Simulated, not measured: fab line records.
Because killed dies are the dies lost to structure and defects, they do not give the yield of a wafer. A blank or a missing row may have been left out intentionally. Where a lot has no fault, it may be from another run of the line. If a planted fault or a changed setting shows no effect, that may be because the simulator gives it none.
fab line records	flow sky130
record lots=6	wafers=18	lastDay=49
route steps=708 shown VIA1@467 METAL2@483 PAD_OPEN@708
lots untouched by any fault: they come from a run of this same line in which no faults occurred
startH: hours from the record's first day to the start of the lot's first wafer shown	waitH: hours since the lot's step before	" repeats the value in the row above	L1.1+2: several wafers, shown together as one row	- no value present, or no start provided	* or withheld: withheld	< > ~ a bound
route shown NAME@n: a module of which the file shows steps, and the number in the route of the first	usual: average and standard deviation across the fault-free wafers	same: alike in all rows	chamber/n: place in a boat	sites: each site's reading	_std_site: how widely they spread, as a standard deviation	_edge_site: mean of outer sites minus mean of inner sites	radiusMm: how far each site lies from the wafer's centre	mask NAME#n: copy n	behind: the tool/chamber that last shaped the wafer	hold: reason for holding the lot/hours on hold/outcome of the hold	device: names the non-switching transistor (n, p or np)	end of line: the tests these same wafers got at the end of their route	a step with no rows: only its recipe	killed: not the wafer's yield, but the dies lost to structure and defects at the first sort	map: a wafer's dies, marking killed ones x, the rest . and places with no die _
set.NAME: setting as actually run; set.NAME@STEP: the setting as run at that earlier step	model.NAME: the simulator's own value behind a step, which no gauge read
lots at selected steps of the route; one table per step, one row per wafer
services: from which hour (startH, from the record's first day; less than 0 if before it) a tool's chamber was out of use, for how many hours, and why
## steps
# step SKY_VIA1_EXPOSE_09
# recipe maskId=VIM	na=0.8	sourceShape=annular	sigmaInner=0.55	sigmaOuter=0.85	targetCdNm=150	doseMj=38
# step SKY_VIA1_PEB_10
# recipe pebTempC=withheld	pebTimeS=withheld	resist=KrF-thick
# step SKY_VIA1_DEVELOP_11
# recipe developTimeS=60	resist=KrF-thick	devTempC=21
# step SKY_VIA1_CD_MEAS_12
# recipe targetCdNm=150
# usual cdNm=150.2/1.8
lot.wafer	tool	chamber	startH	waitH	cdNm
L233.3	cdSem-01	-	807.00	-	152.7
L233.4	"	-	"	"	153.0
L233.6	"	-	"	"	153.6
L235.2	cdSem-02	-	829.75	-	150.0
L235.3	"	-	"	"	149.2
L235.6	"	-	"	"	150.0
L238.2	cdSem-02	-	848.36	-	144.4
L238.3	"	-	"	"	144.8
L238.4	"	-	"	"	144.9
L241.3	cdSem-01	-	872.48	-	150.2
L241.4	"	-	"	"	149.9
L241.5	"	-	"	"	149.7
L249.1	cdSem-02	-	925.52	-	150.6
L249.3	"	-	"	"	149.5
L249.4	"	-	"	"	149.8
L250.1	cdSem-01	-	928.23	-	149.1
L250.2	"	-	"	"	151.0
L250.6	"	-	"	"	150.0
# step SKY_VIA1_OVL_MEAS_13
# usual VIA1_OVL=-3/5.1
lot.wafer	tool	chamber	startH	waitH	VIA1_OVL[nm]
L233.3	overlay-02	-	807.10	0.1	-7
L233.4	"	-	"	"	-4
L233.6	"	-	"	"	-7
L235.2	overlay-02	-	829.85	0.1	-3
L235.3	"	-	"	"	-6
L235.6	"	-	"	"	-7
L238.2	overlay-02	-	848.47	0.1	-2
L238.3	"	-	"	"	2
L238.4	"	-	"	"	2
L241.3	overlay-01	-	872.57	0.1	-3
L241.4	"	-	"	"	1
L241.5	"	-	"	"	-1
L249.1	overlay-02	-	925.64	0.1	-8
L249.3	"	-	"	"	-9
L249.4	"	-	"	"	-5
L250.1	overlay-02	-	928.35	0.1	-4
L250.2	"	-	"	"	-8
L250.6	"	-	"	"	-3
# step SKY_VIA1_ETCH_14
# recipe chemistry=N2/H2	target=BARC	ionEnergyEv=200	sourceW=500	biasW=100	pressureMtorr=30	n2FlowSccm=100	h2FlowSccm=200	stopOn=SiO2	timeS=45.9	targetDepthA=600
# usual drypumpMotorCurrentA=5.7/0.41	oesProductAu=0.855/0.0049	throttleValvePct=13.226/0.0092
lot.wafer	tool	chamber	startH	waitH	drypumpMotorCurrentA	oesProductAu	rfHoursCounterH	throttleValvePct
L233.3	rieDiel-04	0	807.12	0.0	5.9	0.850	7	13.219
L233.4	"	3	"	"	5.6	0.849	6	13.217
L233.6	"	0	"	"	5.9	0.861	-	13.217
L235.2	rieDiel-04	2	829.88	0.0	5.6	0.854	2	13.245
L235.3	"	1	"	"	6.2	0.846	6	13.216
L235.6	"	2	"	"	5.6	0.859	-	13.241
L238.2	rieDiel-03	0	848.50	0.0	5.0	0.857	9	13.229
L238.3	"	3	"	"	6.0	0.847	6	13.231
L238.4	"	1	"	"	5.7	0.850	5	13.218
L241.3	rieDiel-04	1	872.60	0.0	6.2	0.858	7	13.217
L241.4	"	2	"	"	5.7	0.860	3	13.247
L241.5	"	1	"	"	6.2	0.851	-	13.222
L249.1	rieDiel-03	3	925.67	0.0	6.0	0.851	8	13.227
L249.3	"	1	"	"	5.6	0.848	7	13.219
L249.4	"	2	"	"	5.7	0.861	19	13.228
L250.1	rieDiel-03	2	928.38	0.0	5.7	0.848	19	13.222
L250.2	"	3	"	"	6.0	0.855	8	13.236
L250.6	"	1	"	"	5.7	0.862	-	13.206
# step SKY_VIA1_ETCH_15
# recipe target=SiO2	chemistry=C4F8/O2/Ar	targetDepthNm=351	stopOn=TiN	maskMaterial=KrF-thick	sourceW=1500	biasW=1200	pressureMtorr=40	c4f8FlowSccm=withheld	O2_flow_sccm=6	Ar_flow_sccm=300	timeS=54
# usual oesProductAu=0.981/0.0046
lot.wafer	tool	chamber	startH	waitH	oesProductAu	rfHoursCounterH
L233.3	rieDiel-04	0	807.16	0.0	0.981	7
L233.4	"	3	"	"	0.980	6
L233.6	"	0	"	"	0.978	-
L235.2	rieDiel-04	2	829.93	0.0	0.984	2
L235.3	"	1	"	"	0.980	6
L235.6	"	2	"	"	0.979	-
L238.2	rieDiel-03	0	848.54	0.0	0.990	9
L238.3	"	3	"	"	0.978	6
L238.4	"	1	"	"	0.983	5
L241.3	rieDiel-04	1	872.64	0.0	0.978	7
L241.4	"	2	"	"	0.985	3
L241.5	"	1	"	"	0.984	-
L249.1	rieDiel-03	3	925.71	0.0	0.981	8
L249.3	"	1	"	"	0.977	7
L249.4	"	2	"	"	0.981	19
L250.1	rieDiel-03	2	928.43	0.0	0.974	19
L250.2	"	3	"	"	0.981	8
L250.6	"	1	"	"	0.983	-
# step SKY_VIA1_STRIP_16
# recipe chemistry=O2/N2	powerW=1400	pressureMtorr=1500	platenTempC=withheld	o2FlowSccm=3000	n2FlowSccm=300	overashFraction=0.5
# usual drypumpMotorCurrentA=5.8/0.48	oesProductAu=0.416/0.0044	stripTimeToEndpointS=4.460/0.022
lot.wafer	tool	chamber	startH	waitH	drypumpMotorCurrentA	oesProductAu	rfHoursCounterH	stripTimeToEndpointS
L233.3	plasmaAsher-04	1	807.24	0.1	5.9	0.413	-	4.434
L233.4	"	0	"	"	5.4	0.421	-	4.444
L233.6	"	0	"	"	5.3	0.419	-	4.440
L235.2	plasmaAsher-04	1	829.97	0.0	5.9	0.414	100	4.475
L235.3	"	1	"	"	5.9	0.419	-	4.474
L235.6	"	1	"	"	5.9	0.421	-	4.464
L238.2	plasmaAsher-03	0	848.59	0.0	6.8	0.412	41	4.452
L238.3	"	0	"	"	6.8	0.419	-	4.431
L238.4	"	1	"	"	5.8	0.413	-	4.425
L241.3	plasmaAsher-04	0	872.72	0.1	5.3	0.408	-	4.451
L241.4	"	1	"	"	5.9	0.416	-	4.446
L241.5	"	0	"	"	5.3	0.419	-	4.480
L249.1	plasmaAsher-03	1	925.76	0.0	5.8	0.419	49	4.474
L249.3	"	1	"	"	5.8	0.411	-	4.494
L249.4	"	0	"	"	6.7	0.421	-	4.509
L250.1	plasmaAsher-03	0	928.47	0.0	6.8	0.417	50	4.454
L250.2	"	1	"	"	5.8	0.417	50	4.458
L250.6	"	1	"	"	5.8	0.420	-	4.438
# step SKY_VIA1_STRIP_17
# recipe chemistry=postEtchResidueRemover	timeS=1200	tempC=72.5
# step SKY_VIA1_CLEAN_18
# recipe chemistry=IPA	timeS=180	tempC=25
# step SKY_VIA1_CLEAN_19
# recipe chemistry=O3/DIW	dry=n2Spin
# step SKY_VIA1_SPUTTER_20
# recipe material=TiN	targetThkNm=20	chamberPressurePa=5	powerW=4000	timeS=80
# usual chamberPressurePa=5.000/0.011	throttleValvePct=30.3/1.3
lot.wafer	tool	chamber	startH	waitH	chamberPressurePa	throttleValvePct
L233.3	pvdSputter-02	-	807.81	0.0	4.996	29.6
L233.4	"	-	"	"	5.003	30.1
L233.6	"	-	"	"	4.990	31.4
L235.2	pvdSputter-04	-	830.60	0.0	5.001	31.5
L235.3	"	-	"	"	5.004	31.1
L235.6	"	-	"	"	5.002	28.1
L238.2	pvdSputter-03	-	849.27	0.0	5.015	27.5
L238.3	"	-	"	"	5.001	27.4
L238.4	"	-	"	"	4.991	32.2
L241.3	pvdSputter-03	-	873.28	0.0	4.988	29.0
L241.4	"	-	"	"	5.004	32.2
L241.5	"	-	"	"	5.004	27.6
L249.1	pvdSputter-04	-	926.69	0.0	5.010	30.9
L249.3	"	-	"	"	4.992	28.1
L249.4	"	-	"	"	4.997	31.4
L250.1	pvdSputter-04	-	929.12	0.0	4.989	30.8
L250.2	"	-	"	"	4.997	31.4
L250.6	"	-	"	"	5.013	28.3
# step SKY_VIA1_CVD_21
# recipe material=W	targetThkNm=270	timeS=80.902	tempC=400	pressureTorr=40
# usual chamberPressureTorr=40.00/0.081	heaterPowerW=879/29
lot.wafer	tool	chamber	startH	waitH	chamberPressureTorr	heaterPowerW	model.W_of_VIA1_CVD_21.thkNm
L233.3	cvdW-01	1	807.90	0.1	40.03	845	268.3
L233.4	"	0	"	"	39.93	850	271.5
L233.6	"	0	"	"	39.98	861	268.1
L235.2	cvdW-02	0	830.70	0.1	39.95	912	269.1
L235.3	"	0	"	"	39.92	930	269
L235.6	"	0	"	"	40.05	923	267.3
L238.2	cvdW-02	1	849.33	0.0	40.01	891	266.3
L238.3	"	1	"	"	39.93	895	267
L238.4	"	0	"	"	40.00	908	267.1
L241.3	cvdW-02	1	873.37	0.1	39.85	917	271.9
L241.4	"	0	"	"	40.05	902	272.8
L241.5	"	1	"	"	40.00	910	272.6
L249.1	cvdW-02	0	926.75	0.0	55.44	844	317.8
L249.3	"	1	"	"	39.92	857	273.7
L249.4	"	0	"	"	55.34	831	316.2
L250.1	cvdW-02	1	929.18	0.0	39.84	894	270.8
L250.2	"	0	"	"	55.33	821	316.1
L250.6	"	0	"	"	55.31	844	319.9
# step SKY_VIA1_RS_MEAS_22
# recipe thkMeasGauge=four-point-probe	reads=W_of_VIA1_CVD_21+TiN_of_VIA1_SPUTTER_20
# usual VIA1_W_RS=0.426/0.004
lot.wafer	tool	chamber	startH	waitH	VIA1_W_RS[ohm/sq]
L233.3	filmMetro-04	-	808.00	0.1	0.428
L233.4	"	-	"	"	0.424
L233.6	"	-	"	"	0.429
L235.2	filmMetro-04	-	830.87	0.1	0.427
L235.3	"	-	"	"	0.427
L235.6	"	-	"	"	0.429
L238.2	filmMetro-01	-	849.44	0.1	0.431
L238.3	"	-	"	"	0.431
L238.4	"	-	"	"	0.430
L241.3	filmMetro-01	-	873.47	0.1	0.423
L241.4	"	-	"	"	0.421
L241.5	"	-	"	"	0.421
L249.1	filmMetro-01	-	926.85	0.1	0.361
L249.3	"	-	"	"	0.420
L249.4	"	-	"	"	0.363
L250.1	filmMetro-01	-	929.28	0.1	0.425
L250.2	"	-	"	"	0.363
L250.6	"	-	"	"	0.359
# step SKY_VIA1_THK_MEAS_23
# recipe thkMeasGauge=xrf	reads=W_of_VIA1_CVD_21
# usual VIA1_W_THK=266/3.4
lot.wafer	tool	chamber	startH	waitH	VIA1_W_THK[nm]
L233.3	filmMetro-04	-	808.10	0.1	269
L233.4	"	-	"	"	271
L233.6	"	-	"	"	268
L235.2	filmMetro-04	-	830.98	0.1	265
L235.3	"	-	"	"	265
L235.6	"	-	"	"	265
L238.2	filmMetro-01	-	849.55	0.1	261
L238.3	"	-	"	"	261
L238.4	"	-	"	"	263
L241.3	filmMetro-01	-	873.57	0.1	265
L241.4	"	-	"	"	268
L241.5	"	-	"	"	265
L249.1	filmMetro-01	-	926.97	0.1	309
L249.3	"	-	"	"	266
L249.4	"	-	"	"	306
L250.1	filmMetro-01	-	929.40	0.1	263
L250.2	"	-	"	"	307
L250.6	"	-	"	"	310
# step SKY_VIA1_CMP_24
# recipe stopOn=SiO2	tOverpolishS=15	downForcePsi=3.5	platenRpm=60	targetThkNm=0	padVelocityMS=0.94248
# usual headPressurePsi=3.500/0.0073	motorCurrentA=11.0/0.68	timeToEndpointS=66/3.2
lot.wafer	tool	chamber	startH	waitH	headPressurePsi	motorCurrentA	timeToEndpointS
L233.3	cmp-02	0	808.19	0.1	3.503	11.2	66
L233.4	"	1	"	"	3.494	10.5	67
L233.6	"	3	"	"	3.495	9.4	64
L235.3	cmp-01	3	831.08	0.1	3.495	11.4	65
L235.2	"	1	"	"	3.490	11.1	66
L235.6	"	3	"	"	3.502	11.2	64
L238.4	cmp-01	3	849.60	0.0	3.486	11.4	63
L238.3	"	1	"	"	3.507	11.3	63
L238.2	"	2	"	"	3.500	10.9	60
L241.3	cmp-02	0	873.71	0.1	3.503	10.6	70
L241.4	"	1	"	"	3.501	10.6	69
L241.5	"	3	"	"	3.499	9.6	69
L249.1	cmp-02	1	927.08	0.1	3.512	10.8	77
L249.4	"	2	"	"	3.496	11.6	78
L249.3	"	3	"	"	3.503	9.9	69
L250.1	cmp-01	0	929.50	0.1	3.501	10.7	62
L250.2	"	3	"	"	3.507	11.3	76
L250.6	"	0	"	"	3.500	11.5	74
# step SKY_METAL2_SPUTTER_00
# recipe material=Ti	targetThkNm=15	powerW=3000	timeS=10	chamberPressurePa=0.4
# usual chamberPressurePa=0.3999/0.00079	throttleValvePct=29.9/1.1
lot.wafer	tool	chamber	startH	waitH	chamberPressurePa	throttleValvePct
L233.3	pvdSputter-01	-	808.44	0.2	0.3994	29.3
L233.4	"	-	"	"	0.4008	29.6
L233.6	"	-	"	"	0.4006	30.1
L235.2	pvdSputter-03	-	831.33	0.1	0.3994	32.4
L235.3	"	-	"	"	0.3999	27.7
L235.6	"	-	"	"	0.3990	32.0
L238.2	pvdSputter-01	-	849.90	0.1	0.3981	31.3
L238.3	"	-	"	"	0.3982	29.5
L238.4	"	-	"	"	0.4015	30.2
L241.3	pvdSputter-01	-	873.91	0.1	0.3998	31.4
L241.4	"	-	"	"	0.4010	29.1
L241.5	"	-	"	"	0.4007	31.4
L249.1	pvdSputter-01	-	927.33	0.2	0.3996	29.4
L249.3	"	-	"	"	0.4008	30.3
L249.4	"	-	"	"	0.4000	31.2
L250.1	pvdSputter-02	-	929.80	0.2	0.3992	30.2
L250.2	"	-	"	"	0.4003	31.3
L250.6	"	-	"	"	0.4002	31.2
# step SKY_PAD_OPEN_PROBE_99
# usual defectLimitedYield=82.6/1.7	killed_at_M0_to_M3=43/6.5	killed_at_M4_up=3.2/1.9	killedAtContacts=25/5.5	killedAtFrontEnd=14/4.2	killedAtOther=0.2/0.44	killedDies=85/8.5	killedOpen=47/7	killedShort=39/6.3	sort_bin_3_pad_short=0.9/0.46	sort_bin_5_function=10.3/1.4	sort_bin_6_memory=6.2/1.2	sortNPass=407/8.5	sortYieldPct=82.6/1.7
# same grossDies=492	killedAtBackSide=0	sort_bin_4_leakage[%]=0	sort_bin_8_speed[%]=0
lot.wafer	tool	chamber	startH	waitH	defectLimitedYield[%]	killed_at_M0_to_M3	killed_at_M4_up	killedAtContacts	killedAtFrontEnd	killedAtOther	killedDies	killedOpen	killedShort	sort_bin_3_pad_short[%]	sort_bin_5_function[%]	sort_bin_6_memory[%]	sortNPass	sortYieldPct[%]
L233.3	prober-01	-	1089.29	0.2	85.8	35	1	24	10	0	70	38	32	1.0	7.3	5.9	422	85.8
L233.4	prober-01	-	1089.34	0.2	80.1	56	4	21	17	0	98	55	43	0.4	10.2	9.3	394	80.1
L233.6	prober-01	-	1089.44	0.2	83.3	37	1	30	12	2	82	44	38	0.6	9.3	6.7	410	83.3
L235.2	prober-01	-	1108.70	0.1	84.3	43	4	22	7	1	77	36	41	1.2	8.1	6.3	415	84.3
L235.3	prober-01	-	1108.75	0.2	83.9	46	2	23	8	0	79	40	39	0.6	11.2	4.3	413	83.9
L235.6	prober-01	-	1108.90	0.2	84.3	46	2	18	11	0	77	39	38	0.6	9.1	5.9	415	84.3
L241.3	prober-02	-	1137.04	0.2	85.6	30	7	18	16	0	71	36	35	0.4	8.1	5.9	421	85.6
L241.4	prober-02	-	1137.09	0.2	82.9	49	3	22	10	0	84	48	36	1.0	9.6	6.5	408	82.9
L241.5	prober-02	-	1137.14	0.2	83.1	47	3	18	15	0	83	48	35	0.8	10.6	5.5	409	83.1
L249.1	prober-01	-	1179.90	0.1	81.3	47	6	20	18	1	92	52	40	1.8	10.0	6.9	400	81.3
L249.3	prober-01	-	1180.00	0.2	85.6	35	5	18	13	0	71	42	29	0.4	8.5	5.5	421	85.6
L249.4	prober-01	-	1180.05	0.2	83.1	46	1	18	18	0	83	43	40	1.0	8.7	7.1	409	83.1
L250.1	prober-02	-	1181.89	0.1	82.9	42	8	28	6	0	84	40	44	1.2	10.0	5.9	408	82.9
L250.2	prober-02	-	1181.94	0.1	81.3	46	2	25	18	1	92	51	41	1.4	10.6	6.7	400	81.3
L250.6	prober-02	-	1182.14	0.2	84.1	32	2	32	12	0	78	45	33	1.4	9.3	5.1	414	84.1
# killed by level:class
L233.3 VIA1:geometricParticle:open=11 CONTACT:geometricParticle:open=8 LOCAL_INTERCONNECT:geometricParticle:short=6 VIA3:geometricParticle:open=6 POLY_GATE:geometricParticle:short=4 CONTACT:geometricParticle:short=4 VIA1:geometricParticle:short=4 FIELD_ISO:geometricParticle:open=3
L233.4 VIA1:geometricParticle:open=20 METAL1:geometricParticle:short=8 CONTACT:geometricParticle:open=7 VIA3:geometricParticle:open=7 LI_CONTACT:geometricParticle:open=5 POLY_GATE:geometricParticle:short=5 METAL2:geometricParticle:short=5 CONTACT:geometricParticle:short=5
L233.6 CONTACT:geometricParticle:open=12 VIA1:geometricParticle:open=8 LI_CONTACT:geometricParticle:open=7 METAL2:geometricParticle:short=7 METAL1:geometricParticle:short=6 FIELD_ISO:geometricParticle:open=5 LI_CONTACT:geometricParticle:short=4 LOCAL_INTERCONNECT:geometricParticle:short=4
L235.2 CONTACT:geometricParticle:open=9 VIA1:geometricParticle:short=9 VIA1:geometricParticle:open=8 LI_CONTACT:geometricParticle:open=5 CONTACT:geometricParticle:short=5 VIA2:geometricParticle:open=5 METAL1:geometricParticle:short=5 VIA2:geometricParticle:short=4
L235.3 VIA1:geometricParticle:open=10 CONTACT:geometricParticle:open=8 LI_CONTACT:geometricParticle:open=6 METAL1:geometricParticle:short=6 VIA1:geometricParticle:short=6 VIA3:geometricParticle:open=5 CONTACT:geometricParticle:short=5 METAL2:geometricParticle:short=5
L235.6 VIA1:geometricParticle:open=12 METAL1:geometricParticle:short=8 VIA3:geometricParticle:open=6 VIA2:geometricParticle:open=5 LI_CONTACT:geometricParticle:open=5 CONTACT:geometricParticle:open=5 CONTACT:geometricParticle:short=4 VIA1:geometricParticle:short=4
L241.3 CONTACT:geometricParticle:open=7 METAL4:geometricParticle:short=5 LOCAL_INTERCONNECT:geometricParticle:short=5 VIA1:geometricParticle:open=5 FIELD_ISO:geometricParticle:open=4 METAL2:geometricParticle:short=4 METAL1:geometricParticle:short=4 VIA2:geometricParticle:open=4
L241.4 VIA1:geometricParticle:open=14 CONTACT:geometricParticle:open=9 METAL1:geometricParticle:short=9 LI_CONTACT:geometricParticle:open=8 VIA2:geometricParticle:open=7 VIA1:geometricParticle:short=5 METAL2:geometricParticle:short=5 FIELD_ISO:geometricParticle:short=4
L241.5 VIA1:geometricParticle:open=9 LI_CONTACT:geometricParticle:open=9 VIA3:geometricParticle:open=9 VIA1:geometricParticle:short=6 VIA2:geometricParticle:open=6 CONTACT:geometricParticle:short=5 METAL2:geometricParticle:short=5 FIELD_ISO:geometricParticle:open=4
L249.1 VIA1:geometricParticle:open=14 LI_CONTACT:geometricParticle:open=10 FIELD_ISO:geometricParticle:short=7 VIA2:geometricParticle:open=7 VIA3:geometricParticle:open=7 LOCAL_INTERCONNECT:geometricParticle:short=5 METAL2:geometricParticle:short=5 METAL1:geometricParticle:short=4
L249.3 CONTACT:geometricParticle:open=11 VIA1:geometricParticle:open=9 FIELD_ISO:geometricParticle:open=5 LOCAL_INTERCONNECT:geometricParticle:short=5 METAL2:geometricParticle:open=4 VIA2:geometricParticle:open=4 VIA3:geometricParticle:open=4 METAL2:geometricParticle:short=3
L249.4 VIA1:geometricParticle:open=12 METAL2:geometricParticle:short=6 FIELD_ISO:geometricParticle:short=5 CONTACT:geometricParticle:open=5 METAL1:geometricParticle:short=5 VIA2:geometricParticle:open=5 VIA3:geometricParticle:open=5 FIELD_ISO:geometricParticle:open=4
L250.1 VIA1:geometricParticle:open=11 CONTACT:geometricParticle:open=7 METAL1:geometricParticle:short=7 LI_CONTACT:geometricParticle:open=6 LOCAL_INTERCONNECT:geometricParticle:short=6 METAL4:geometricParticle:short=6 CONTACT:geometricParticle:short=5 VIA3:geometricParticle:short=4
L250.2 VIA1:geometricParticle:open=12 CONTACT:geometricParticle:open=11 FIELD_ISO:geometricParticle:short=6 METAL1:geometricParticle:short=6 METAL2:geometricParticle:short=6 VIA3:geometricParticle:open=5 METAL3:geometricParticle:short=5 POLY_GATE:geometricParticle:open=4
L250.6 CONTACT:geometricParticle:open=15 VIA1:geometricParticle:open=9 LI_CONTACT:geometricParticle:open=7 CONTACT:geometricParticle:short=6 METAL2:geometricParticle:short=6 VIA2:geometricParticle:short=6 POLY_GATE:geometricParticle:short=3 POLY_CUT:geometricParticle:short=3
## services
tool	chamber	startH	hours	kind
rieDiel-03	3	786.93	6.1	repair
pvdSputter-01	1	795.40	-	consumableReplace:kit
pvdSputter-01	1	795.40	18.0	scheduledDown
pvdSputter-01	1	795.40	18.0	ventCycle
pvdSputter-04	-	798.90	3.5	repair
pvdSputter-04	-	803.31	2.1	repair
cmp-02	-	808.67	1.2	repair
cvdW-02	1	824.78	15.4	repair
pvdSputter-03	-	836.77	2.9	repair
pvdSputter-04	0	866.19	-	consumableReplace:kit
pvdSputter-04	0	866.19	18.0	scheduledDown
pvdSputter-04	0	866.19	18.0	ventCycle
plasmaAsher-04	-	866.52	2.8	pm
pvdSputter-04	-	873.00	7.7	repair
cvdW-02	0	876.78	1.5	repair
cvdW-02	1	894.38	1.9	repair
cvdW-02	-	904.00	14.0	pm
cvdW-02	0	904.00	14.0	ventCycle
cvdW-02	1	904.00	14.0	ventCycle
cmp-01	-	912.05	4.0	pm
cmp-01	-	916.05	-	consumableReplace:conditioner
cvdW-02	0	918.00	-	clean
cvdW-02	1	918.00	-	clean
rieDiel-04	1	924.52	6.0	repair
## key
firstSign step=SKY_VIA1_CVD_21	reading=chamberPressureTorr	direction=up	sigmas=99+	usual=40.00	struck=55.35
effect step=SKY_VIA1_RS_MEAS_22	reading=VIA1_W_RS	direction=down	sigmas=16	usual=0.426	struck=0.361
effect step=SKY_VIA1_THK_MEAS_23	reading=VIA1_W_THK	direction=up	sigmas=12	usual=266	struck=308
effect step=SKY_VIA1_CMP_24	reading=timeToEndpointS	direction=up	sigmas=3.3	usual=*	struck=*
modelEffect step=SKY_VIA1_CVD_21	value=W_of_VIA1_CVD_21.thkNm	without=269.9	struck=317.5
metAt SKY_VIA1_CVD_21
struckWafers L249.1,L249.4,L250.2,L250.6
onsetBetween 873.37 926.75
fault kind=processParameterDrift	tool=cvdW-02	chamber=0	onsetH=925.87	steps=SKY_VIA1_CVD_21	channel=pressureTorr	offset=15.359	shape=step	endH=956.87	actsIn=theseRecipesOnly	stated=40
